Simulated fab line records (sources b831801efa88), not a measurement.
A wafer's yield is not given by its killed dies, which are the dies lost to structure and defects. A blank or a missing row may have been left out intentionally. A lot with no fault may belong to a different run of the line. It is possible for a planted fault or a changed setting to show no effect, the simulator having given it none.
Matching of chambers :: flow sky130 :: SKY_LI_CONTACT_CMP_24 on cmp-01: 4 sister chambers
The step polishes, stops on PSG, t overpolish 20 s, target thk 0 nm. 4 wafers are shown with their chamber, then 7 later ones without.

## EACH WAFER AND ITS CHAMBER
wafer: L525.6
chamber: 3
motor current A (A): 10.1

wafer: L528.6
chamber: 1
motor current A (A): 11.4

wafer: L533.1
chamber: 0
motor current A (A): 10.3

wafer: L533.2
chamber: 2
motor current A (A): 9.8

## WAFERS WHOSE CHAMBER IS MISSING
wafer: L533.3
motor current A (A): 12.0

wafer: L541.2
motor current A (A): 11.7

wafer: L541.3
motor current A (A): 10.3

wafer: L541.6
motor current A (A): 10.3

wafer: L543.1
motor current A (A): 11.0

wafer: L543.4
motor current A (A): 10.6

wafer: L543.6
motor current A (A): 10.6

## CHAMBER TAKEN BY EACH
wafer: L533.3
from the rows above: 1
in truth: 1

wafer: L541.2
from the rows above: 1
in truth: 1

wafer: L541.3
from the rows above: can't be placed: 0 or 3 or 2
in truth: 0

wafer: L541.6
from the rows above: can't be placed: 0 or 3 or 2
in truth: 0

wafer: L543.1
from the rows above: can't be placed: 1 or 0 or 3
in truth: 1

wafer: L543.4
from the rows above: can't be placed: 0 or 3 or 2 or 1
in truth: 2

wafer: L543.6
from the rows above: can't be placed: 0 or 3 or 2 or 1
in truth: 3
Placed correctly: 2 of 7. These rows do not allow placing 5 (true chamber among the candidates in 5). 0 placed wrongly.
How it was worked out, from the rows above alone: a wafer's distance from a chamber is the root of the sum, over the readings, of the square of ((its reading less the chamber's mean) divided by the reading's scatter). If the next closest chamber is less than 2 further off than the closest, the wafer can't be placed; otherwise it belongs to the closest. A chamber's mean is the mean of its shown wafers. The scatter: root of mean squared gap, hidden wafer to nearest shown wafer, with one shown wafer a chamber.
